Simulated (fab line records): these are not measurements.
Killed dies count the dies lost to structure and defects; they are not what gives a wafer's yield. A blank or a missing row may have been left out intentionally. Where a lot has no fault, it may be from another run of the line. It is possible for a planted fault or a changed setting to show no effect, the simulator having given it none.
fab line records -- flow sky130
record lots=6, wafers=18, lastDay=51
route steps=708 shown LOCAL_INTERCONNECT@396 CONTACT@406 PAD_OPEN@708
lots with no fault: from the same line, run without faults
startH: hours from the record's opening day to when the first of the lot's shown wafers began -- waitH: how many hours have passed since the lot's step before this one -- " same as the row above -- L1.1+2: several wafers, shown together as one row -- - either no value or no given start -- * or withheld: withheld -- < > ~ a bound
route shown NAME@n: a module of which the file shows steps, and the number in the route of the first -- usual: mean/standard deviation taken from wafers without a fault -- same: alike in all rows -- chamber/n: place in a boat -- sites: each site's reading -- _std_site: their standard deviation -- _edge_site: mean of outer sites minus mean of inner sites -- radiusMm: for every site, how far away it sits from the centre of the wafer -- mask NAME#n: copy n -- behind: the tool/chamber that last shaped the wafer -- hold: why the lot was held/for how many hours/how that ended -- device: transistor that didn't switch, given as n, p or np -- end of line: the tests these same wafers got at the end of their route -- a step given without rows: its recipe and nothing more -- killed: dies that structure and defects cost at the first sort, which is not the same as the wafer's yield -- map: dies across one wafer; x = killed, . = not, _ = none there
set.NAME: the setting that was run; set.NAME@STEP: the one run at that earlier step -- model.NAME: the simulator's own value behind a step, which no gauge read
lots at selected steps of the route; one table per step, one row per wafer
services: from which hour (startH, from the record's first day; less than 0 if before it) a tool's chamber was out of use, for how many hours, and why
## steps
# step SKY_LOCAL_INTERCONNECT_PEB_09
# recipe pebTempC=withheld, pebTimeS=withheld, resist=KrF-thick
# step SKY_LOCAL_INTERCONNECT_DEVELOP_10
# recipe developTimeS=60, resist=KrF-thick, devTempC=21
# step SKY_LOCAL_INTERCONNECT_CD_MEAS_11
# recipe targetCdNm=170
# usual cdNm=169.6/1.6
lot.wafer,tool,chamber,startH,waitH,cdNm
L750.1,cdSem-02,-,709.59,-,167.6
L750.2,cdSem-02,-,709.59,-,165.1
L750.6,cdSem-02,-,709.59,-,167.1
L762.3,cdSem-01,-,808.33,-,167.6
L762.4,cdSem-01,-,808.33,-,167.6
L762.6,cdSem-01,-,808.33,-,168.1
L763.1,cdSem-02,-,812.32,-,168.1
L763.2,cdSem-02,-,812.32,-,168.1
L763.5,cdSem-02,-,812.32,-,167.3
L770.1,cdSem-01,-,861.19,-,169.6
L770.2,cdSem-01,-,861.19,-,170.4
L770.6,cdSem-01,-,861.19,-,169.1
L772.2,cdSem-01,-,907.59,-,167.7
L772.4,cdSem-01,-,907.59,-,166.9
L772.5,cdSem-01,-,907.59,-,168.0
L771.1,cdSem-01,-,911.42,-,171.3
L771.5,cdSem-01,-,911.42,-,170.6
L771.6,cdSem-01,-,911.42,-,171.4
# step SKY_LOCAL_INTERCONNECT_OVL_MEAS_12
# usual LOCAL_INTERCONNECT_OVL=1/6.2
lot.wafer,tool,chamber,startH,waitH,LOCAL_INTERCONNECT_OVL[nm]
L750.1,overlay-01,-,709.71,0.1,-3
L750.2,overlay-01,-,709.71,0.1,-1
L750.6,overlay-01,-,709.71,0.1,2
L762.3,overlay-02,-,808.42,0.1,-4
L762.4,overlay-02,-,808.42,0.1,-15
L762.6,overlay-02,-,808.42,0.1,-7
L763.1,overlay-02,-,812.44,0.1,-6
L763.2,overlay-02,-,812.44,0.1,-9
L763.5,overlay-02,-,812.44,0.1,2
L770.1,overlay-01,-,861.31,0.1,-2
L770.2,overlay-01,-,861.31,0.1,-10
L770.6,overlay-01,-,861.31,0.1,-9
L772.2,overlay-01,-,907.69,0.1,12
L772.4,overlay-01,-,907.69,0.1,8
L772.5,overlay-01,-,907.69,0.1,2
L771.1,overlay-02,-,911.54,0.1,-1
L771.5,overlay-02,-,911.54,0.1,-6
L771.6,overlay-02,-,911.54,0.1,-3
# step SKY_LOCAL_INTERCONNECT_ETCH_13
# recipe chemistry=N2/H2, target=BARC, ionEnergyEv=200, biasW=100, pressureMtorr=30, n2FlowSccm=100, h2FlowSccm=200, icpW=510.2, stopOn=SiO2, timeS=45.9, targetDepthA=600
# usual drypumpMotorCurrentA=5.7/0.37, oesProductAu=0.854/0.005, throttleValvePct=13.224/0.0094
lot.wafer,tool,chamber,startH,waitH,drypumpMotorCurrentA,oesProductAu,rfHoursCounterH,throttleValvePct
L750.1,rieMetal-01,0,709.74,0.0,6.1,0.852,12,13.235
L750.2,rieMetal-01,1,709.74,0.0,5.8,0.857,4,13.219
L750.6,rieMetal-01,1,709.74,0.0,5.8,0.849,-,13.222
L762.3,rieMetal-04,1,808.46,0.0,5.3,0.853,-,13.227
L762.4,rieMetal-04,0,808.46,0.0,6.1,0.856,-,13.228
L762.6,rieMetal-04,0,808.46,0.0,6.1,0.863,-,13.226
L763.1,rieMetal-01,0,812.47,0.0,6.1,0.859,1,13.216
L763.2,rieMetal-01,1,812.47,0.0,5.8,0.857,9,13.227
L763.5,rieMetal-01,0,812.47,0.0,6.1,0.855,-,13.210
L770.1,rieMetal-02,0,861.34,0.0,6.2,0.860,2,13.216
L770.2,rieMetal-02,1,861.34,0.0,5.3,0.852,6,13.220
L770.6,rieMetal-02,0,861.34,0.0,6.2,0.856,-,13.215
L772.2,rieMetal-01,1,907.72,0.0,5.8,0.855,13,13.238
L772.4,rieMetal-01,1,907.72,0.0,5.8,0.849,-,13.220
L772.5,rieMetal-01,1,907.72,0.0,5.8,0.860,-,13.222
L771.1,rieMetal-02,0,911.57,0.0,6.1,0.848,4,13.213
L771.5,rieMetal-02,1,911.57,0.0,5.4,0.854,-,13.235
L771.6,rieMetal-02,0,911.57,0.0,6.2,0.850,-,13.218
# step SKY_LOCAL_INTERCONNECT_METAL_ETCH_14
# recipe targetDepthNm=110, stopOn=PSG, chemistry=Cl2/BCl3, target=TiN, resistSidewallDeg=88, pressureMtorr=10, icpW=900, biasW=48.5, Cl2_flow_sccm=60, bcl3FlowSccm=30, timeS=31.4
# usual drypumpMotorCurrentA=5.7/0.37, oesProductAu=0.941/0.0075, throttleValvePct=21.902/0.0099
lot.wafer,tool,chamber,startH,waitH,drypumpMotorCurrentA,oesProductAu,rfHoursCounterH,throttleValvePct
L750.1,rieMetal-01,0,709.81,0.0,6.1,0.938,12,21.894
L750.2,rieMetal-01,1,709.81,0.0,5.8,0.940,4,21.914
L750.6,rieMetal-01,1,709.81,0.0,5.8,0.933,-,21.900
L762.3,rieMetal-04,1,808.52,0.0,5.3,0.944,-,21.899
L762.4,rieMetal-04,0,808.52,0.0,6.1,0.934,-,21.901
L762.6,rieMetal-04,0,808.52,0.0,6.1,0.951,-,21.893
L763.1,rieMetal-01,0,812.54,0.0,6.0,0.953,1,21.883
L763.2,rieMetal-01,1,812.54,0.0,5.8,0.947,9,21.903
L763.5,rieMetal-01,0,812.54,0.0,6.1,0.946,-,21.907
L770.1,rieMetal-02,0,861.41,0.0,6.2,0.932,2,21.893
L770.2,rieMetal-02,1,861.41,0.0,5.4,0.938,6,21.910
L770.6,rieMetal-02,0,861.41,0.0,6.1,0.936,-,21.904
L772.2,rieMetal-01,1,907.79,0.0,5.8,0.945,13,21.901
L772.4,rieMetal-01,1,907.79,0.0,5.8,0.945,-,21.891
L772.5,rieMetal-01,1,907.79,0.0,5.8,0.955,-,21.917
L771.1,rieMetal-02,0,911.64,0.0,6.2,0.944,4,21.916
L771.5,rieMetal-02,1,911.64,0.0,5.4,0.942,-,21.912
L771.6,rieMetal-02,0,911.64,0.0,6.2,0.946,-,21.902
# step SKY_LOCAL_INTERCONNECT_STRIP_15
# recipe chemistry=O2/N2, powerW=1400, pressureMtorr=1500, platenTempC=withheld, o2FlowSccm=3000, n2FlowSccm=300, overashFraction=0.5
# usual drypumpMotorCurrentA=6.1/0.38, oesProductAu=0.426/0.0044, stripTimeToEndpointS=4.702/0.019
lot.wafer,tool,chamber,startH,waitH,drypumpMotorCurrentA,oesProductAu,rfHoursCounterH,stripTimeToEndpointS
L750.1,plasmaAsher-04,0,709.86,0.0,6.4,0.425,89,4.706
L750.2,plasmaAsher-04,1,709.86,0.0,5.8,0.420,89,4.727
L750.6,plasmaAsher-04,0,709.86,0.0,6.4,0.427,-,4.709
L762.3,plasmaAsher-02,1,808.59,0.1,5.8,0.424,-,4.744
L762.4,plasmaAsher-02,0,808.59,0.1,6.3,0.428,-,4.714
L762.6,plasmaAsher-02,0,808.59,0.1,6.4,0.425,-,4.737
L763.1,plasmaAsher-04,0,812.59,0.0,6.4,0.426,100,4.671
L763.2,plasmaAsher-04,1,812.59,0.0,5.8,0.419,100,4.697
L763.5,plasmaAsher-04,1,812.59,0.0,5.8,0.421,-,4.684
L770.1,plasmaAsher-03,1,861.46,0.0,5.4,0.431,11,4.711
L770.2,plasmaAsher-03,0,861.46,0.0,6.6,0.433,11,4.700
L770.6,plasmaAsher-03,1,861.46,0.0,5.4,0.429,-,4.693
L772.2,plasmaAsher-03,0,907.84,0.0,6.5,0.433,16,4.706
L772.4,plasmaAsher-03,0,907.84,0.0,6.6,0.423,-,4.707
L772.5,plasmaAsher-03,0,907.84,0.0,6.6,0.437,-,4.685
L771.1,plasmaAsher-02,1,911.69,0.0,5.8,0.425,80,4.736
L771.5,plasmaAsher-02,1,911.69,0.0,5.8,0.424,-,4.709
L771.6,plasmaAsher-02,0,911.69,0.0,6.3,0.424,-,4.693
# step SKY_LOCAL_INTERCONNECT_STRIP_16
# recipe chemistry=postEtchResidueRemover, timeS=1200, tempC=72.5
# step SKY_LOCAL_INTERCONNECT_CLEAN_17
# recipe chemistry=IPA, timeS=180, tempC=25
# step SKY_LOCAL_INTERCONNECT_CLEAN_18
# recipe chemistry=O3/DIW, dry=n2Spin
# step SKY_CONTACT_CVD_00
# recipe material=Si3N4, targetThkNm=75, tempC=400, timeS=withheld, rfW=450
# usual heaterPowerOuterW=417/61, heaterPowerW=697/89
lot.wafer,tool,chamber,startH,waitH,heaterPowerOuterW,heaterPowerW
L750.1,pecvd-03,1,710.45,0.0,331,635
L750.2,pecvd-03,2,710.45,0.0,337,553
L750.6,pecvd-03,0,710.45,0.0,357,595
L762.3,pecvd-04,0,809.16,0.0,516,861
L762.4,pecvd-04,1,809.16,0.0,424,701
L762.6,pecvd-04,2,809.16,0.0,475,737
L763.1,pecvd-02,2,813.18,0.0,360,618
L763.2,pecvd-02,1,813.18,0.0,423,709
L763.5,pecvd-02,0,813.18,0.0,418,711
L770.1,pecvd-02,0,862.05,0.0,339,587
L770.2,pecvd-02,2,862.05,0.0,329,622
L770.6,pecvd-02,1,862.05,0.0,465,776
L772.2,pecvd-04,2,908.43,0.0,432,694
L772.4,pecvd-04,2,908.43,0.0,447,680
L772.5,pecvd-04,1,908.43,0.0,420,688
L771.1,pecvd-03,2,912.28,0.0,329,551
L771.5,pecvd-03,0,912.28,0.0,416,654
L771.6,pecvd-03,1,912.28,0.0,373,693
# step SKY_CONTACT_THK_MEAS_01
# recipe reads=Si3N4_of_CONTACT_CVD_00
# usual CONTACT_CVD_00_THK=75.0/1.1
lot.wafer,tool,chamber,startH,waitH,CONTACT_CVD_00_THK[nm]
L750.1,filmMetro-04,-,710.48,-,72.3
L750.2,filmMetro-04,-,710.48,-,74.3
L750.6,filmMetro-04,-,710.48,-,75.0
L762.3,filmMetro-01,-,809.21,-,73.2
L762.4,filmMetro-01,-,809.21,-,76.1
L762.6,filmMetro-01,-,809.21,-,75.4
L763.1,filmMetro-04,-,813.21,-,74.6
L763.2,filmMetro-04,-,813.21,-,74.6
L763.5,filmMetro-04,-,813.21,-,76.0
L770.1,filmMetro-04,-,862.08,-,74.6
L770.2,filmMetro-04,-,862.08,-,75.0
L770.6,filmMetro-04,-,862.08,-,76.8
L772.2,filmMetro-01,-,908.47,-,74.8
L772.4,filmMetro-01,-,908.47,-,75.1
L772.5,filmMetro-01,-,908.47,-,75.9
L771.1,filmMetro-04,-,912.31,-,74.8
L771.5,filmMetro-04,-,912.31,-,74.3
L771.6,filmMetro-04,-,912.31,-,74.8
# step SKY_CONTACT_HDPCVD_02
# recipe material=SiO2, targetThkNm=565, sigmaOpenFrac=0.3, timeS=94.2, tempC=600, sih4FlowSccm=60, pressureMtorr=6
# usual runLengthS=122.5/0.52
lot.wafer,tool,chamber,startH,waitH,runLengthS,model.SiO2_of_CONTACT_HDPCVD_02.thkNm
L750.1,hdpcvd-02,1,710.54,0.1,122.5,562
L750.2,hdpcvd-02,0,710.54,0.1,121.8,550.5
L750.6,hdpcvd-02,1,710.54,0.1,123.0,562.1
L762.3,hdpcvd-01,2,809.25,0.0,128.3,601
L762.4,hdpcvd-01,0,809.25,0.0,127.2,602.5
L762.6,hdpcvd-01,2,809.25,0.0,127.7,598.1
L763.1,hdpcvd-01,0,813.27,0.1,127.2,602.4
L763.2,hdpcvd-01,2,813.27,0.1,128.3,597.9
L763.5,hdpcvd-01,0,813.27,0.1,127.2,601.2
L770.1,hdpcvd-02,0,862.14,0.1,122.4,559.8
L770.2,hdpcvd-02,1,862.14,0.1,122.9,559
L770.6,hdpcvd-02,0,862.14,0.1,121.8,547.8
L772.2,hdpcvd-02,1,908.52,0.0,122.7,563.2
L772.4,hdpcvd-02,0,908.52,0.0,121.8,553.8
L772.5,hdpcvd-02,2,908.52,0.0,122.4,555.8
L771.1,hdpcvd-01,2,912.37,0.1,123.2,566
L771.5,hdpcvd-01,1,912.37,0.1,123.4,561.7
L771.6,hdpcvd-01,0,912.37,0.1,122.3,568.9
# step SKY_CONTACT_THK_MEAS_03
# recipe reads=SiO2_of_CONTACT_HDPCVD_02
# usual CONTACT_HDPCVD_THK=565/6.6
lot.wafer,tool,chamber,startH,waitH,CONTACT_HDPCVD_THK[nm]
L750.1,filmMetro-01,-,710.61,0.0,562
L750.2,filmMetro-01,-,710.61,0.0,550
L750.6,filmMetro-01,-,710.61,0.0,562
L762.3,filmMetro-03,-,809.34,0.1,601
L762.4,filmMetro-03,-,809.34,0.1,602
L762.6,filmMetro-03,-,809.34,0.1,598
L763.1,filmMetro-01,-,813.34,0.0,603
L763.2,filmMetro-01,-,813.34,0.0,598
L763.5,filmMetro-01,-,813.34,0.0,601
L770.1,filmMetro-01,-,862.21,0.0,560
L770.2,filmMetro-01,-,862.21,0.0,559
L770.6,filmMetro-01,-,862.21,0.0,547
L772.2,filmMetro-04,-,908.60,0.0,563
L772.4,filmMetro-04,-,908.60,0.0,554
L772.5,filmMetro-04,-,908.60,0.0,556
L771.1,filmMetro-01,-,912.44,0.0,566
L771.5,filmMetro-01,-,912.44,0.0,562
L771.6,filmMetro-01,-,912.44,0.0,568
# step SKY_CONTACT_CMP_04
# recipe material=SiO2, downForcePsi=4, platenRpm=60, padVelocityMS=0.94248
# usual motorCurrentA=12.4/1.2, retainingRingPressureFrac=1.000/0.0045, timeToEndpointS=84/4.7
lot.wafer,tool,chamber,startH,waitH,motorCurrentA,retainingRingPressureFrac,timeToEndpointS
L750.2,cmp-02,0,710.77,0.1,12.6,1.004,80
L750.1,cmp-02,1,710.77,0.1,13.6,0.998,79
L750.6,cmp-02,3,710.77,0.1,12.5,1.000,82
L762.3,cmp-02,0,809.43,0.1,12.3,1.003,100
L762.4,cmp-02,2,809.43,0.1,10.4,0.998,91
L762.6,cmp-02,0,809.43,0.1,12.9,1.002,103
L763.1,cmp-01,2,813.40,0.1,12.6,0.998,98
L763.2,cmp-01,0,813.40,0.1,13.8,1.007,100
L763.5,cmp-01,2,813.40,0.1,12.9,1.005,101
L770.2,cmp-02,0,862.32,0.1,12.8,0.994,85
L770.1,cmp-02,2,862.32,0.1,10.7,1.001,75
L770.6,cmp-02,3,862.32,0.1,11.9,0.999,82
L772.2,cmp-02,2,908.65,0.0,10.2,0.999,79
L772.4,cmp-02,3,908.65,0.0,12.1,0.999,79
L772.5,cmp-02,3,908.65,0.0,11.6,1.002,79
L771.1,cmp-02,2,912.85,0.4,10.3,0.993,76
L771.6,cmp-02,0,912.85,0.4,12.7,1.000,87
L771.5,cmp-02,1,912.85,0.4,13.5,1.005,79
# step SKY_CONTACT_BOW_MEAS_05
# recipe mode=bow
# usual CONTACT_BOW=82/7
lot.wafer,tool,chamber,startH,waitH,CONTACT_BOW[um]
L750.1,filmMetro-03,-,710.97,0.1,81
L750.2,filmMetro-03,-,710.97,0.1,75
L750.6,filmMetro-03,-,710.97,0.1,74
L762.3,filmMetro-01,-,809.72,0.2,82
L762.4,filmMetro-01,-,809.72,0.2,84
L762.6,filmMetro-01,-,809.72,0.2,72
L763.1,filmMetro-03,-,813.70,0.2,71
L763.2,filmMetro-03,-,813.70,0.2,65
L763.5,filmMetro-03,-,813.70,0.2,77
L770.1,filmMetro-04,-,862.57,0.1,79
L770.2,filmMetro-04,-,862.57,0.1,82
L770.6,filmMetro-04,-,862.57,0.1,89
L772.2,filmMetro-04,-,908.97,0.3,84
L772.4,filmMetro-04,-,908.97,0.3,74
L772.5,filmMetro-04,-,908.97,0.3,89
L771.1,filmMetro-04,-,913.05,0.1,79
L771.5,filmMetro-04,-,913.05,0.1,84
L771.6,filmMetro-04,-,913.05,0.1,88
# step SKY_PAD_OPEN_PROBE_99
# usual killed_at_M0_to_M3=43/6.8, killed_at_M4_up=3.1/1.8, killedAtContacts=25/5.8, killedAtFrontEnd=15/4.2, killedAtOther=0.3/0.5, killedDies=87/9.7, killedOpen=47/7.3, killedShort=39/6.6
# same grossDies=492, killedAtBackSide=0
lot.wafer,tool,chamber,startH,waitH,killed_at_M0_to_M3,killed_at_M4_up,killedAtContacts,killedAtFrontEnd,killedAtOther,killedDies,killedOpen,killedShort
L762.3,prober-02,-,1155.66,0.2,40,5,31,11,0,87,44,43
L762.4,prober-02,-,1155.71,0.2,48,3,32,13,0,96,49,47
L762.6,prober-02,-,1155.81,0.2,56,3,31,15,0,105,53,52
L763.1,prober-01,-,1155.68,0.1,52,0,27,20,0,99,49,50
L763.2,prober-01,-,1155.73,0.1,51,1,21,18,1,92,51,41
L763.5,prober-01,-,1155.88,0.2,59,4,21,16,0,100,48,52
L770.1,prober-01,-,1188.04,0.1,38,2,24,13,0,77,41,36
L770.2,prober-01,-,1188.09,0.1,46,4,31,16,0,97,57,40
L770.6,prober-01,-,1188.29,0.2,42,3,17,19,0,81,42,39
L772.2,prober-01,-,1214.54,0.1,47,7,20,17,1,92,47,45
L772.4,prober-01,-,1214.64,0.2,47,1,28,15,0,91,46,45
L772.5,prober-01,-,1214.69,0.2,43,2,23,13,0,81,47,34
L771.1,prober-02,-,1216.91,0.1,63,5,15,13,0,96,55,40
L771.5,prober-02,-,1217.11,0.2,52,4,21,12,1,90,36,51
L771.6,prober-02,-,1217.16,0.2,49,6,35,17,0,107,48,59
# killed by level:class
L762.3 CONTACT:geometricParticle:open=9 METAL2:geometricParticle:short=8 LI_CONTACT:geometricParticle:open=8 VIA1:geometricParticle:open=7 METAL1:geometricParticle:short=6 LI_CONTACT:geometricParticle:short=5 CONTACT:geometricParticle:short=5 POLY_GATE:geometricParticle:open=4
L763.1 VIA1:geometricParticle:open=21 CONTACT:geometricParticle:open=7 FIELD_ISO:geometricParticle:short=6 LI_CONTACT:geometricParticle:open=6 LOCAL_INTERCONNECT:geometricParticle:short=6 CONTACT:geometricParticle:short=6 METAL1:geometricParticle:short=6 METAL2:geometricParticle:short=6
L762.4 VIA1:geometricParticle:open=12 CONTACT:geometricParticle:short=10 LI_CONTACT:geometricParticle:open=8 VIA2:geometricParticle:open=6 METAL1:geometricParticle:short=6 VIA3:geometricParticle:open=6 METAL2:geometricParticle:short=5 LI_CONTACT:geometricParticle:short=5
L763.2 VIA1:geometricParticle:open=16 CONTACT:geometricParticle:open=8 VIA3:geometricParticle:open=7 POLY_GATE:geometricParticle:short=6 METAL1:geometricParticle:short=5 METAL2:geometricParticle:short=5 FIELD_ISO:geometricParticle:open=4 LOCAL_INTERCONNECT:geometricParticle:short=4
L762.6 VIA1:geometricParticle:open=15 VIA3:geometricParticle:open=11 CONTACT:geometricParticle:open=9 METAL2:geometricParticle:short=9 LI_CONTACT:geometricParticle:short=6 LI_CONTACT:geometricParticle:open=6 VIA1:geometricParticle:short=6 VIA2:geometricParticle:open=6
L763.5 METAL2:geometricParticle:short=11 VIA1:geometricParticle:open=9 CONTACT:geometricParticle:open=9 FIELD_ISO:geometricParticle:short=8 VIA2:geometricParticle:open=8 METAL1:geometricParticle:short=7 METAL3:geometricParticle:short=5 VIA1:geometricParticle:short=5
L770.1 CONTACT:geometricParticle:open=11 FIELD_ISO:geometricParticle:open=7 VIA1:geometricParticle:open=6 VIA2:geometricParticle:open=6 VIA1:geometricParticle:short=5 LI_CONTACT:geometricParticle:short=4 LOCAL_INTERCONNECT:geometricParticle:short=4 METAL3:geometricParticle:short=4
L770.2 CONTACT:geometricParticle:open=15 VIA1:geometricParticle:open=11 VIA3:geometricParticle:open=9 LOCAL_INTERCONNECT:geometricParticle:short=7 FIELD_ISO:geometricParticle:short=6 FIELD_ISO:geometricParticle:open=5 LI_CONTACT:geometricParticle:open=5 VIA3:geometricParticle:short=5
L770.6 VIA1:geometricParticle:open=13 VIA2:geometricParticle:open=8 FIELD_ISO:geometricParticle:short=7 CONTACT:geometricParticle:short=6 CONTACT:geometricParticle:open=5 VIA1:geometricParticle:short=5 METAL2:geometricParticle:short=5 FIELD_ISO:geometricParticle:open=4
L772.2 VIA1:geometricParticle:open=14 CONTACT:geometricParticle:open=8 VIA1:geometricParticle:short=7 VIA3:geometricParticle:open=7 METAL4:geometricParticle:short=6 LI_CONTACT:geometricParticle:open=5 CONTACT:geometricParticle:short=5 VIA3:geometricParticle:short=5
L772.4 CONTACT:geometricParticle:open=8 LOCAL_INTERCONNECT:geometricParticle:short=8 VIA1:geometricParticle:open=8 VIA3:geometricParticle:open=7 VIA2:geometricParticle:open=6 FIELD_ISO:geometricParticle:open=5 CONTACT:geometricParticle:short=5 METAL2:geometricParticle:open=5
L772.5 VIA1:geometricParticle:open=11 CONTACT:geometricParticle:open=8 METAL2:geometricParticle:short=6 FIELD_ISO:geometricParticle:open=5 LI_CONTACT:geometricParticle:open=5 LOCAL_INTERCONNECT:geometricParticle:short=5 VIA2:geometricParticle:open=5 VIA1:geometricParticle:short=4
L771.1 VIA3:geometricParticle:open=16 VIA1:geometricParticle:open=11 METAL1:geometricParticle:short=10 VIA2:geometricParticle:open=8 METAL2:geometricParticle:short=7 CONTACT:geometricParticle:open=6 POLY_GATE:geometricParticle:short=4 LI_CONTACT:geometricParticle:open=4
L771.5 VIA1:geometricParticle:open=10 METAL1:geometricParticle:short=9 LI_CONTACT:geometricParticle:open=7 VIA1:geometricParticle:short=6 VIA3:geometricParticle:short=6 CONTACT:geometricParticle:open=5 METAL2:geometricParticle:short=5 VIA2:geometricParticle:short=4
L771.6 LI_CONTACT:geometricParticle:open=12 VIA1:geometricParticle:open=11 METAL1:geometricParticle:short=10 LOCAL_INTERCONNECT:geometricParticle:short=8 CONTACT:geometricParticle:short=7 CONTACT:geometricParticle:open=6 VIA2:geometricParticle:open=6 FIELD_ISO:geometricParticle:short=5
## services
tool,chamber,startH,hours,kind
plasmaAsher-02,-,688.67,2.8,pm
cmp-02,-,690.05,3.4,pm
hdpcvd-02,-,722.56,1.2,repair
rieMetal-02,-,730.53,1.6,repair
plasmaAsher-03,-,733.75,9.0,pm
pecvd-03,-,735.17,4.3,pm
cmp-02,-,736.40,2.8,repair
cmp-02,-,744.05,4.0,pm
plasmaAsher-03,-,747.62,4.1,repair
rieMetal-02,-,748.32,1.4,repair
hdpcvd-01,-,753.47,3.0,repair
hdpcvd-01,-,756.11,0.4,repair
cmp-02,-,777.26,5.2,pm
plasmaAsher-04,-,787.98,3.2,repair
cmp-02,-,809.74,2.5,repair
pecvd-04,2,822.49,8.0,repair
plasmaAsher-04,-,825.93,1.8,repair
pecvd-04,-,835.72,0.9,repair
pecvd-02,-,842.64,3.0,repair
hdpcvd-01,1,846.22,5.1,repair
rieMetal-02,1,849.39,1.5,repair
pecvd-04,2,851.35,6.6,repair
cmp-02,-,861.64,0.3,repair
pecvd-03,-,877.59,2.8,pm
## key
firstSign step=SKY_CONTACT_HDPCVD_02, reading=runLengthS, direction=up, sigmas=9.9, usual=*, struck=*
effect step=SKY_CONTACT_THK_MEAS_03, reading=CONTACT_HDPCVD_THK, direction=up, sigmas=5.4, usual=565, struck=601
effect step=SKY_CONTACT_CMP_04, reading=timeToEndpointS, direction=up, sigmas=3.3, usual=*, struck=*
modelEffect step=SKY_CONTACT_HDPCVD_02, value=SiO2_of_CONTACT_HDPCVD_02.thkNm, without=569.7, struck=600.5
metAt SKY_CONTACT_HDPCVD_02
struckWafers L762.3,L762.4,L762.6,L763.1,L763.2,L763.5
testerLeftOut L762,L763
fault kind=processParameterDrift, tool=hdpcvd-01, chamber=-, onsetH=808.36, steps=SKY_CONTACT_HDPCVD_02, channel=timeS, offset=*, shape=step, endH=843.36, actsIn=*, stated=*
# testerLeftOut: of these lots the tester's yield and bins aren't shown, on N5 and GAA mostly nor the transistor test; their killed dies are dies lost to structure and defects alone, not to doping, threshold or leakage, so they don't give the yield
